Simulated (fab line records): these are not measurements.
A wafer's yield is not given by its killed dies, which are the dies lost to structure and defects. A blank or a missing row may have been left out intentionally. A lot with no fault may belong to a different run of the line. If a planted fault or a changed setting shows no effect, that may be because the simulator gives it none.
fab line records -- flow gf180mcu
[record] lots = 12, wafers = 36, last-day = 35
route steps=602 shown V1@338 V2@384
lots untouched by any fault: they come from a run of this same line in which no faults occurred
start-h: hours from the record's opening day to when the first of the lot's shown wafers began -- wait-h: hours from the lot's prior step to this one -- " unchanged from the row above -- L1.1+2: several wafers, shown together as one row -- - no value, or no start given -- * or withheld: withheld -- < > ~ a bound
route shown NAME@n: NAME is a module with steps in the file, n the number in the route of the first one -- usual: the fault-free wafers' mean and standard deviation -- same: alike in all rows -- chamber/n: place in a boat -- sites: per-site readings -- _std_site: standard deviation across them -- _edge_site: the outer-site mean with the inner-site mean subtracted -- radius-mm: how far each site lies from the wafer's centre -- mask NAME#n: copy n -- behind: tool/chamber where the wafer was last shaped -- hold: the reason the lot was held/the length of the hold in hours/how it ended -- device: the n, p or np transistor that did not switch -- end of line: at the end of the route, the tests of the same wafers -- step lacking rows: just its recipe -- killed: not the wafer's yield, but the dies lost to structure and defects at the first sort -- map: dies across one wafer; x = killed, . = not, _ = none there
set.NAME: the setting that was run; set.NAME@STEP: the one run at that earlier step -- model.NAME: the simulator's own value behind a step, which no gauge read
the route's steps for a sample of lots (tables are steps, rows are wafers)
services: the hour from which a tool's chamber was out of use, counted from the record's first day as start-h (under 0 if before that day), plus the number of hours and why
[[steps]]
[step GF_V1_THK_MEAS_03]
[recipe] reads = SiO2_of_V1_CVD_02
[usual] V1_CVD_02_THK = 837/11
lot.wafer,tool,chamber,start-h,wait-h,V1_CVD_02_THK[nm]
L167.1,film-metro-02,-,386.41,0.0,827
L167.5,film-metro-02,-,386.41,0.0,823
L167.6,film-metro-02,-,386.41,0.0,827
L171.2,film-metro-02,-,427.83,0.0,821
L171.3,film-metro-02,-,427.83,0.0,833
L171.4,film-metro-02,-,427.83,0.0,841
L174.1,film-metro-03,-,454.65,0.0,817
L174.3,film-metro-03,-,454.65,0.0,816
L174.6,film-metro-03,-,454.65,0.0,833
L175.1,film-metro-02,-,460.54,0.0,843
L175.4,film-metro-02,-,460.54,0.0,836
L175.6,film-metro-02,-,460.54,0.0,846
L176.2,film-metro-02,-,472.75,0.0,831
L176.3,film-metro-02,-,472.75,0.0,813
L176.6,film-metro-02,-,472.75,0.0,838
L177.1,film-metro-03,-,481.27,0.0,842
L177.5,film-metro-03,-,481.27,0.0,853
L177.6,film-metro-03,-,481.27,0.0,860
L184.2,film-metro-02,-,539.88,0.0,842
L184.5,film-metro-02,-,539.88,0.0,854
L184.6,film-metro-02,-,539.88,0.0,849
L185.1,film-metro-02,-,544.36,0.0,833
L185.5,film-metro-02,-,544.36,0.0,859
L185.6,film-metro-02,-,544.36,0.0,842
L186.3,film-metro-04,-,559.45,0.1,829
L186.5,film-metro-04,-,559.45,0.1,835
L186.6,film-metro-04,-,559.45,0.1,834
L188.3,film-metro-03,-,568.22,0.1,834
L188.5,film-metro-03,-,568.22,0.1,842
L188.6,film-metro-03,-,568.22,0.1,851
L189.1,film-metro-04,-,578.53,0.0,848
L189.3,film-metro-04,-,578.53,0.0,832
L189.4,film-metro-04,-,578.53,0.0,853
L190.3,film-metro-02,-,584.57,0.1,819
L190.5,film-metro-02,-,584.57,0.1,843
L190.6,film-metro-02,-,584.57,0.1,852
[step GF_V1_CD_MEAS_14]
[recipe] target-cd-nm = 260
[usual] cd-nm = 260.0/1.5
lot.wafer,tool,chamber,start-h,wait-h,cd-nm
L167.1,cd-sem-01,-,410.22,0.1,257.0
L167.5,cd-sem-01,-,410.22,0.1,257.7
L167.6,cd-sem-01,-,410.22,0.1,256.7
L171.2,cd-sem-01,-,452.68,0.1,263.4
L171.3,cd-sem-01,-,452.68,0.1,261.9
L171.4,cd-sem-01,-,452.68,0.1,262.1
L174.1,cd-sem-02,-,479.61,0.1,261.9
L174.3,cd-sem-02,-,479.61,0.1,262.0
L174.6,cd-sem-02,-,479.61,0.1,261.5
L175.1,cd-sem-01,-,485.32,0.1,261.2
L175.4,cd-sem-01,-,485.32,0.1,260.1
L175.6,cd-sem-01,-,485.32,0.1,260.0
L176.2,cd-sem-02,-,497.09,0.1,260.2
L176.3,cd-sem-02,-,497.09,0.1,260.2
L176.6,cd-sem-02,-,497.09,0.1,261.5
L177.1,cd-sem-01,-,505.51,0.1,261.0
L177.5,cd-sem-01,-,505.51,0.1,260.0
L177.6,cd-sem-01,-,505.51,0.1,260.7
L184.2,cd-sem-01,-,562.98,0.1,257.7
L184.5,cd-sem-01,-,562.98,0.1,258.4
L184.6,cd-sem-01,-,562.98,0.1,257.9
L185.1,cd-sem-02,-,566.76,0.1,258.4
L185.5,cd-sem-02,-,566.76,0.1,258.8
L185.6,cd-sem-02,-,566.76,0.1,259.4
L186.3,cd-sem-01,-,582.55,0.1,260.6
L186.5,cd-sem-01,-,582.55,0.1,261.5
L186.6,cd-sem-01,-,582.55,0.1,259.9
L188.3,cd-sem-02,-,591.05,0.1,258.7
L188.5,cd-sem-02,-,591.05,0.1,259.0
L188.6,cd-sem-02,-,591.05,0.1,258.7
L189.1,cd-sem-01,-,600.16,0.1,260.0
L189.3,cd-sem-01,-,600.16,0.1,260.3
L189.4,cd-sem-01,-,600.16,0.1,260.9
L190.3,cd-sem-01,-,606.20,0.1,259.5
L190.5,cd-sem-01,-,606.20,0.1,259.2
L190.6,cd-sem-01,-,606.20,0.1,259.6
[step GF_V2_CVD_02]
[recipe] material = SiO2, target-thk-nm = 850, precursor = TEOS, temp-c = 400, time-s = 94.851, rf-w = 600
[usual] heater-power-w = 622/68
lot.wafer,tool,chamber,start-h,wait-h,heater-power-w
L167.1,pecvd-04,0,437.45,0.1,631
L167.5,pecvd-04,2,437.45,0.1,705
L167.6,pecvd-04,1,437.45,0.1,630
L171.2,pecvd-01,0,480.37,0.0,586
L171.3,pecvd-01,2,480.37,0.0,743
L171.4,pecvd-01,0,480.37,0.0,658
L174.1,pecvd-01,2,505.76,0.1,731
L174.3,pecvd-01,1,505.76,0.1,606
L174.6,pecvd-01,2,505.76,0.1,761
L175.1,pecvd-04,2,511.81,0.1,702
L175.4,pecvd-04,1,511.81,0.1,690
L175.6,pecvd-04,2,511.81,0.1,724
L176.2,pecvd-04,2,523.70,0.0,692
L176.3,pecvd-04,0,523.70,0.0,578
L176.6,pecvd-04,0,523.70,0.0,622
L177.1,pecvd-01,0,530.78,0.1,656
L177.5,pecvd-01,1,530.78,0.1,628
L177.6,pecvd-01,2,530.78,0.1,733
L184.2,pecvd-04,1,586.75,0.0,556
L184.5,pecvd-04,0,586.75,0.0,599
L184.6,pecvd-04,2,586.75,0.0,583
L185.1,pecvd-04,1,591.58,0.1,661
L185.5,pecvd-04,1,591.58,0.1,670
L185.6,pecvd-04,0,591.58,0.1,540
L186.3,pecvd-02,1,606.12,0.0,465
L186.5,pecvd-02,0,606.12,0.0,633
L186.6,pecvd-02,2,606.12,0.0,654
L188.3,pecvd-01,2,614.85,0.0,737
L188.5,pecvd-01,2,614.85,0.0,585
L188.6,pecvd-01,0,614.85,0.0,527
L189.1,pecvd-02,1,623.93,0.1,485
L189.3,pecvd-02,2,623.93,0.1,653
L189.4,pecvd-02,2,623.93,0.1,532
L190.3,pecvd-01,2,628.97,0.0,716
L190.5,pecvd-01,2,628.97,0.0,587
L190.6,pecvd-01,0,628.97,0.0,666
[step GF_V2_THK_MEAS_03]
[recipe] reads = SiO2_of_V2_CVD_02
[usual] V2_CVD_02_THK = 853/11
lot.wafer,tool,chamber,start-h,wait-h,V2_CVD_02_THK[nm]
L167.1,film-metro-03,-,437.52,0.0,847
L167.5,film-metro-03,-,437.52,0.0,845
L167.6,film-metro-03,-,437.52,0.0,851
L171.2,film-metro-04,-,480.45,0.0,840
L171.3,film-metro-04,-,480.45,0.0,846
L171.4,film-metro-04,-,480.45,0.0,863
L174.1,film-metro-04,-,505.83,0.0,842
L174.3,film-metro-04,-,505.83,0.0,833
L174.6,film-metro-04,-,505.83,0.0,849
L175.1,film-metro-04,-,511.88,0.0,844
L175.4,film-metro-04,-,511.88,0.0,838
L175.6,film-metro-04,-,511.88,0.0,854
L176.2,film-metro-04,-,523.78,0.0,854
L176.3,film-metro-04,-,523.78,0.0,854
L176.6,film-metro-04,-,523.78,0.0,865
L177.1,film-metro-04,-,530.85,0.0,863
L177.5,film-metro-04,-,530.85,0.0,873
L177.6,film-metro-04,-,530.85,0.0,859
L184.2,film-metro-04,-,586.83,0.0,1368
L184.5,film-metro-04,-,586.83,0.0,1394
L184.6,film-metro-04,-,586.83,0.0,1399
L185.1,film-metro-03,-,591.65,0.0,1361
L185.5,film-metro-03,-,591.65,0.0,1383
L185.6,film-metro-03,-,591.65,0.0,1408
L186.3,film-metro-03,-,606.21,0.1,859
L186.5,film-metro-03,-,606.21,0.1,860
L186.6,film-metro-03,-,606.21,0.1,862
L188.3,film-metro-01,-,614.94,0.1,851
L188.5,film-metro-01,-,614.94,0.1,858
L188.6,film-metro-01,-,614.94,0.1,859
L189.1,film-metro-03,-,624.00,0.0,855
L189.3,film-metro-03,-,624.00,0.0,842
L189.4,film-metro-03,-,624.00,0.0,864
L190.3,film-metro-03,-,629.05,0.1,860
L190.5,film-metro-03,-,629.05,0.1,869
L190.6,film-metro-03,-,629.05,0.1,867
[step GF_V2_CMP_04]
[recipe] material = SiO2, down-force-psi = 4, platen-rpm = 60, pad-velocity-m-s = 0.94248
[usual] edge-zone-pressure-frac = 1.000/0.0048, motor-current-A = 11.0/1.4, slurry-filter-dp-kPa = 13.51/0.13, time-to-endpoint-s = 80/5
lot.wafer,tool,chamber,start-h,wait-h,edge-zone-pressure-frac,motor-current-A,slurry-filter-dp-kPa,time-to-endpoint-s
L167.1,cmp-01,0,437.58,0.1,0.991,10.4,13.58,81
L167.5,cmp-01,0,437.58,0.1,0.992,10.5,13.50,78
L167.6,cmp-01,1,437.58,0.1,0.997,11.3,13.57,74
L171.4,cmp-02,1,480.50,0.0,1.000,12.9,13.65,82
L171.2,cmp-02,2,480.50,0.0,0.993,10.4,13.64,73
L171.3,cmp-02,0,480.50,0.0,0.998,8.5,13.53,75
L174.3,cmp-01,1,505.94,0.1,1.003,11.5,13.36,67
L174.1,cmp-01,2,505.94,0.1,0.991,9.5,13.56,75
L174.6,cmp-01,0,505.94,0.1,0.996,10.6,13.44,82
L175.4,cmp-02,0,512.04,0.1,1.008,8.1,13.28,81
L175.1,cmp-02,1,512.04,0.1,1.005,12.6,13.18,83
L175.6,cmp-02,2,512.04,0.1,0.989,10.2,13.54,81
L176.3,cmp-02,3,523.88,0.1,0.999,13.9,13.58,86
L176.2,cmp-02,0,523.88,0.1,0.999,8.5,13.62,86
L176.6,cmp-02,2,523.88,0.1,1.003,10.1,13.49,87
L177.1,cmp-02,3,531.06,0.2,0.994,12.3,13.62,79
L177.6,cmp-02,0,531.06,0.2,1.005,8.1,13.44,82
L177.5,cmp-02,1,531.06,0.2,0.999,12.9,13.51,89
L184.2,cmp-02,0,586.98,0.1,0.992,8.7,13.52,268
L184.5,cmp-02,2,586.98,0.1,1.000,10.5,13.31,268
L184.6,cmp-02,3,586.98,0.1,0.997,12.8,13.40,276
L185.1,cmp-02,3,591.86,0.2,0.995,12.2,13.56,262
L185.6,cmp-02,0,591.86,0.2,1.006,8.8,13.54,278
L185.5,cmp-02,1,591.86,0.2,1.004,12.6,13.51,270
L186.3,cmp-02,1,606.35,0.1,0.998,13.0,13.60,82
L186.6,cmp-02,3,606.35,0.1,0.993,13.1,13.55,83
L186.5,cmp-02,0,606.35,0.1,1.005,8.4,13.42,82
L188.3,cmp-01,2,614.98,0.0,0.999,9.2,13.23,80
L188.6,cmp-01,2,614.98,0.0,1.006,9.0,13.25,86
L188.5,cmp-01,3,614.98,0.0,1.002,11.4,13.35,82
L189.3,cmp-02,1,624.29,0.3,1.004,12.7,13.69,76
L189.1,cmp-02,2,624.29,0.3,1.004,10.1,13.55,75
L189.4,cmp-02,0,624.29,0.3,1.000,8.3,13.22,82
L190.3,cmp-01,0,629.30,0.2,1.001,10.6,13.58,84
L190.5,cmp-01,1,629.30,0.2,0.996,11.5,13.65,82
L190.6,cmp-01,2,629.30,0.2,1.006,9.6,13.60,85
[step GF_V2_OVL_MEAS_15]
[usual] V2_OVL = 1/6.1
lot.wafer,tool,chamber,start-h,wait-h,V2_OVL[nm]
L167.1,overlay-01,-,462.75,0.1,5
L167.5,overlay-01,-,462.75,0.1,2
L167.6,overlay-01,-,462.75,0.1,-3
L171.2,overlay-01,-,504.34,0.1,-9
L171.3,overlay-01,-,504.34,0.1,-15
L171.4,overlay-01,-,504.34,0.1,-4
L174.1,overlay-01,-,529.13,0.1,-8
L174.3,overlay-01,-,529.13,0.1,-7
L174.6,overlay-01,-,529.13,0.1,2
L175.1,overlay-02,-,535.68,0.1,2
L175.4,overlay-02,-,535.68,0.1,-2
L175.6,overlay-02,-,535.68,0.1,0
L176.2,overlay-01,-,547.19,0.1,-1
L176.3,overlay-01,-,547.19,0.1,-6
L176.6,overlay-01,-,547.19,0.1,-4
L177.1,overlay-02,-,553.98,0.1,-1
L177.5,overlay-02,-,553.98,0.1,3
L177.6,overlay-02,-,553.98,0.1,-5
L184.2,overlay-02,-,608.93,0.1,-2
L184.5,overlay-02,-,608.93,0.1,-4
L184.6,overlay-02,-,608.93,0.1,-1
L185.1,overlay-02,-,613.23,0.1,-6
L185.5,overlay-02,-,613.23,0.1,7
L185.6,overlay-02,-,613.23,0.1,-3
L186.3,overlay-01,-,627.04,0.1,3
L186.5,overlay-01,-,627.04,0.1,1
L186.6,overlay-01,-,627.04,0.1,6
L188.3,overlay-01,-,635.36,0.1,12
L188.5,overlay-01,-,635.36,0.1,10
L188.6,overlay-01,-,635.36,0.1,6
L189.1,overlay-01,-,645.18,0.1,-3
L189.3,overlay-01,-,645.18,0.1,1
L189.4,overlay-01,-,645.18,0.1,3
L190.3,overlay-01,-,649.09,0.1,9
L190.5,overlay-01,-,649.09,0.1,-2
L190.6,overlay-01,-,649.09,0.1,-2
[[services]]
tool,chamber,start-h,hours,kind
pecvd-01,-,448.71,1.2,repair
pecvd-04,-,456.32,14.6,pm
pecvd-02,0,475.14,5.4,repair
pecvd-04,-,480.73,3.3,repair
cmp-01,-,488.07,17.2,pm
pecvd-02,0,511.84,21.3,repair
pecvd-02,-,513.39,2.8,pm
cmp-02,-,517.59,6.2,pm
pecvd-04,-,518.81,2.8,pm
cmp-01,-,533.81,3.7,repair
cmp-02,-,539.75,2.1,repair
cmp-02,-,572.00,4.0,pm
cmp-02,-,576.00,-,consumable-replace:conditioner
cmp-02,-,576.00,-,consumable-replace:pad
cmp-01,-,576.16,9.6,pm
pecvd-01,-,591.12,14.0,pm
pecvd-01,0,591.12,14.0,vent-cycle
pecvd-01,1,591.12,14.0,vent-cycle
pecvd-01,2,591.12,14.0,vent-cycle
pecvd-01,0,605.12,-,clean
pecvd-01,1,605.12,-,clean
pecvd-01,2,605.12,-,clean
pecvd-01,-,605.93,1.0,repair
cmp-02,-,618.36,3.7,pm
[[key]]
[first-sign] step = GF_V2_THK_MEAS_03, reading = V2_CVD_02_THK, direction = up, sigmas = 48, usual = 853, struck = 1386
[effect] step = GF_V2_CMP_04, reading = time-to-endpoint-s, direction = up, sigmas = 38, usual = *, struck = *
met-at GF_V2_CVD_02
struck-lots L184,L185
not-acting-at GF_V1_THK_MEAS_03,GF_V1_CD_MEAS_14,GF_V2_OVL_MEAS_15
onset-between 523.70 586.75
[fault] kind = process-parameter-drift, tool = pecvd-04, chamber = -, onset-h = 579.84, steps = GF_V2_CVD_02, channel = target-thk-nm, offset = 527.89, shape = step, end-h = 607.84, acts-in = these-recipes-only, stated = 850
